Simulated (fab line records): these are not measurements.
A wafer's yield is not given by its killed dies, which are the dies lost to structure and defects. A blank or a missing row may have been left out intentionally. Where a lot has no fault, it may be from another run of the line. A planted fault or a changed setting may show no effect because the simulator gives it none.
fab line records    flow gf180mcu
record: lots: 15  wafers: 45  last_day: 34
route steps=602 shown STI@1 DUAL_GATE@143 POLY_GATE@174 HV_LDD@233
lots with no fault: from the same line, run without faults
start_h: start of the lot's first displayed wafer, in hours after the record's first day    wait_h: hours since the lot's step before    " identical to the entry in the row above    L1.1+2: one row covering several wafers at once    - no value, or no start was given    * or withheld: withheld    < > ~ a bound
route shown NAME@n: a module of which the file shows steps, and the number in the route of the first    usual: mean/standard deviation of fault-free wafers    same: alike in all rows    chamber/n: place in a boat    sites: the reading at each site    _std_site: the standard deviation of these    _edge_site: outer sites' mean less inner sites'    radius_mm: for every site, how far away it sits from the centre of the wafer    mask NAME#n: copy n    behind: the tool/chamber that last shaped the wafer    hold: why the lot was held/for how many hours/how that ended    device: the n, p or np transistor that did not switch    end of line: the tests these same wafers got at the end of their route    a step given without rows: its recipe and nothing more    killed: count of dies lost to structure and defects at first sort (not the wafer's yield)    map: the dies of a wafer, with x for killed, . for not killed, _ for no die there
set.NAME: setting as actually run; set.NAME@STEP: the setting as run at that earlier step    model.NAME: the simulator's own value behind a step, which no gauge read
the route's steps for a sample of lots (tables are steps, rows are wafers)
services: a tool's chamber out of use, with start hour (start_h, from the record's first day; less than 0 if before it), hours out, and reason
== steps ==
step: GF_STI_BOW_MEAS_00
recipe: mode: bow
usual: INCOMING_BOW: 1/5.9
lot.wafer  tool           chamber  start_h  wait_h  INCOMING_BOW[um]
L186.4     film_metro-02  -        10.06    -       -5
L186.5     "              -        "        "       7
L186.6     "              -        "        "       -1
L187.2     film_metro-02  -        15.02    -       10
L187.3     "              -        "        "       6
L187.4     "              -        "        "       -1
L189.1     film_metro-04  -        25.00    -       -8
L189.2     "              -        "        "       -11
L189.5     "              -        "        "       -5
L190.1     film_metro-04  -        30.00    -       0
L190.4     "              -        "        "       2
L190.5     "              -        "        "       -3
L191.1     film_metro-04  -        35.00    -       -2
L191.2     "              -        "        "       0
L191.5     "              -        "        "       0
L192.1     film_metro-02  -        40.00    -       8
L192.2     "              -        "        "       6
L192.6     "              -        "        "       -5
L193.2     film_metro-04  -        45.02    -       6
L193.5     "              -        "        "       15
L193.6     "              -        "        "       13
L196.1     film_metro-04  -        60.00    -       -1
L196.4     "              -        "        "       4
L196.6     "              -        "        "       7
L202.2     film_metro-02  -        90.02    -       8
L202.3     "              -        "        "       9
L202.4     "              -        "        "       -13
L203.1     film_metro-02  -        95.05    -       7
L203.4     "              -        "        "       0
L203.5     "              -        "        "       13
L204.1     film_metro-01  -        100.00   -       7
L204.3     "              -        "        "       1
L204.5     "              -        "        "       -3
L206.2     film_metro-01  -        110.02   -       6
L206.5     "              -        "        "       12
L206.6     "              -        "        "       -1
L207.2     film_metro-02  -        115.02   -       3
L207.4     "              -        "        "       -4
L207.5     "              -        "        "       1
L208.3     film_metro-04  -        120.04   -       -1
L208.4     "              -        "        "       -6
L208.6     "              -        "        "       5
L209.1     film_metro-02  -        125.00   -       -1
L209.2     "              -        "        "       -2
L209.5     "              -        "        "       0
step: GF_DUAL_GATE_OXIDATION_02
recipe: temp_c: 900  ambient: O2  stabilise_s: 600  purge_s: 300  target_thk_a: 108.87  ox_time_s: 1602
usual: ox_temp_c: 899.9/0.41  ox_temp_c_max: 906.2/1.9
lot.wafer  tool        chamber  start_h  wait_h  ox_temp_c  ox_temp_c_max
L186.4     furnace-02  0        156.51   0.2     900.1      906.5
L186.5     "           0        "        "       899.8      905.4
L186.6     "           0        "        "       899.7      906.8
L187.2     furnace-02  0        166.45   2.0     900.5      906.3
L187.3     "           0        "        "       900.5      908.2
L187.4     "           0        "        "       900.1      906.4
L189.1     furnace-02  0        178.23   0.0     900.5      910.3
L189.2     "           0        "        "       900.0      906.6
L189.5     "           0        "        "       900.1      909.1
L190.1     furnace-01  0        183.48   0.0     899.8      903.4
L190.4     "           0        "        "       899.6      904.1
L190.5     "           0        "        "       900.1      904.7
L191.1     furnace-02  0        191.88   0.5     899.9      905.2
L191.2     "           0        "        "       899.6      908.1
L191.5     "           0        "        "       900.7      906.2
L192.1     furnace-01  0        199.83   0.0     900.3      904.2
L192.2     "           0        "        "       899.8      903.2
L192.6     "           0        "        "       899.8      904.6
L193.2     furnace-02  0        206.52   0.0     899.6      907.9
L193.5     "           0        "        "       899.7      905.2
L193.6     "           0        "        "       900.3      909.5
L196.1     furnace-02  0        230.65   0.5     899.6      907.3
L196.4     "           0        "        "       899.8      908.7
L196.6     "           0        "        "       899.3      906.6
L202.2     furnace-02  -        266.51   0.8     -          -
L202.3     "           -        "        "       -          -
L202.4     "           -        "        "       -          -
L203.1     furnace-01  -        272.25   0.0     -          -
L203.4     "           -        "        "       -          -
L203.5     "           -        "        "       -          -
L204.1     furnace-02  -        279.11   0.0     -          -
L204.3     "           -        "        "       -          -
L204.5     "           -        "        "       -          -
L206.2     furnace-02  0        292.33   0.0     900.9      907.4
L206.5     "           0        "        "       899.8      908.4
L206.6     "           0        "        "       900.5      907.4
L207.2     furnace-01  0        302.16   0.2     899.5      903.1
L207.4     "           0        "        "       900.1      903.6
L207.5     "           0        "        "       900.0      904.5
L208.3     furnace-02  0        310.77   0.0     900.9      907.4
L208.4     "           0        "        "       899.9      906.1
L208.6     "           0        "        "       899.8      906.7
L209.1     furnace-02  0        313.31   0.0     900.0      907.8
L209.2     "           0        "        "       899.7      905.4
L209.5     "           0        "        "       900.5      909.6
step: GF_POLY_GATE_THK_MEAS_17
recipe: reads: SiO2_of_POLY_GATE_OXIDATION_16
usual: POLY_GATE_OXIDATION_THK: 3.97/0.084
lot.wafer  tool           chamber  start_h  wait_h  POLY_GATE_OXIDATION_THK[nm]
L186.4     film_metro-03  -        195.31   0.0     3.96
L186.5     "              -        "        "       3.86
L186.6     "              -        "        "       3.94
L187.2     film_metro-03  -        206.13   0.0     4.03
L187.3     "              -        "        "       4.06
L187.4     "              -        "        "       3.91
L189.1     film_metro-03  -        218.82   0.0     4.21
L189.2     "              -        "        "       4.06
L189.5     "              -        "        "       4.14
L190.1     film_metro-03  -        225.67   0.0     4.00
L190.4     "              -        "        "       4.04
L190.5     "              -        "        "       3.85
L191.1     film_metro-03  -        233.88   0.0     4.04
L191.2     "              -        "        "       4.04
L191.5     "              -        "        "       4.07
L192.1     film_metro-03  -        242.69   0.0     3.93
L192.2     "              -        "        "       3.88
L192.6     "              -        "        "       3.98
L193.2     film_metro-01  -        249.59   0.0     4.09
L193.5     "              -        "        "       3.98
L193.6     "              -        "        "       3.96
L196.1     film_metro-04  -        275.32   0.0     3.93
L196.4     "              -        "        "       3.80
L196.6     "              -        "        "       3.93
L206.2     film_metro-04  -        339.83   0.0     3.87
L206.5     "              -        "        "       3.88
L206.6     "              -        "        "       3.84
L207.2     film_metro-04  -        350.32   0.0     3.95
L207.4     "              -        "        "       4.00
L207.5     "              -        "        "       4.10
L208.3     film_metro-03  -        360.04   0.0     3.93
L208.4     "              -        "        "       4.07
L208.6     "              -        "        "       4.02
L209.1     film_metro-03  -        363.89   0.0     4.03
L209.2     "              -        "        "       3.98
L209.5     "              -        "        "       3.99
step: GF_HV_LDD_THK_MEAS_57
recipe: reads: Si3N4_of_HV_LDD_CVD_56
usual: HV_LDD_CVD_56_THK: 90.1/0.74
lot.wafer  tool           chamber  start_h  wait_h  HV_LDD_CVD_56_THK[nm]
L186.4     film_metro-03  -        272.64   0.0     90.5
L186.5     "              -        "        "       91.1
L186.6     "              -        "        "       89.8
L187.2     film_metro-03  -        285.43   0.0     89.8
L187.3     "              -        "        "       90.8
L187.4     "              -        "        "       89.7
L189.1     film_metro-03  -        299.34   0.0     90.2
L189.2     "              -        "        "       90.3
L189.5     "              -        "        "       89.9
L190.1     film_metro-03  -        306.57   0.0     90.1
L190.4     "              -        "        "       90.4
L190.5     "              -        "        "       90.2
L191.1     film_metro-03  -        316.01   0.0     90.8
L191.2     "              -        "        "       90.2
L191.5     "              -        "        "       92.0
L192.1     film_metro-03  -        324.97   0.0     91.4
L192.2     "              -        "        "       91.4
L192.6     "              -        "        "       90.1
L193.2     film_metro-01  -        334.11   0.0     90.1
L193.5     "              -        "        "       89.6
L193.6     "              -        "        "       89.9
L196.1     film_metro-02  -        363.59   0.0     90.8
L196.4     "              -        "        "       90.1
L196.6     "              -        "        "       91.0
L206.2     film_metro-03  -        435.48   0.0     90.5
L206.5     "              -        "        "       90.8
L206.6     "              -        "        "       90.9
L207.2     film_metro-02  -        447.32   0.0     88.8
L207.4     "              -        "        "       89.4
L207.5     "              -        "        "       89.7
L208.3     film_metro-03  -        457.49   0.0     91.0
L208.4     "              -        "        "       90.6
L208.6     "              -        "        "       90.8
L209.1     film_metro-03  -        465.13   0.0     90.0
L209.2     "              -        "        "       90.7
L209.5     "              -        "        "       90.2
== services ==
tool        chamber  start_h  hours  kind
furnace-01  -        164.92   2.8    pm
furnace-02  -        183.71   5.2    pm
furnace-02  -        218.15   3.1    repair
furnace-02  -        235.33   3.3    pm
furnace-02  -        246.68   5.1    pm
furnace-01  -        294.81   3.3    pm
== key ==
first_sign: step: GF_DUAL_GATE_OXIDATION_02  reading: tool_record  direction: missing
effect none on later readings
met_at GF_DUAL_GATE_OXIDATION_02
struck_lots L202,L203,L204
later_rows_left_out L202.2,L202.3,L202.4,L203.1,L203.4,L203.5,L204.1,L204.3,L204.5
sort_left_out L202.2,L202.3,L202.4,L203.1,L203.4,L203.5,L204.1,L204.3,L204.5
tester_left_out L202,L203,L204
not_acting_at GF_STI_BOW_MEAS_00,GF_POLY_GATE_THK_MEAS_17,GF_HV_LDD_THK_MEAS_57
onset_between 230.65 266.51
fault: kind: skipped_step_whole  tool: furnace-01,furnace-02  chamber: -  onset_h: 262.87  steps: GF_DUAL_GATE_OXIDATION_02  scope: struck_lots_only
tester_left_out: of these lots the tester's yield and bins aren't shown, on N5 and GAA mostly nor the transistor test; their killed dies are dies lost to structure and defects alone, not to doping, threshold or leakage, so they don't give the yield
sort_left_out: the simulated sort isn't trusted on such a fault, so these wafers' sort isn't shown, and their yield isn't known
later_rows_left_out: the simulator's readings of these wafers behind a module that went badly wrong aren't trusted and aren't shown, but for the sort
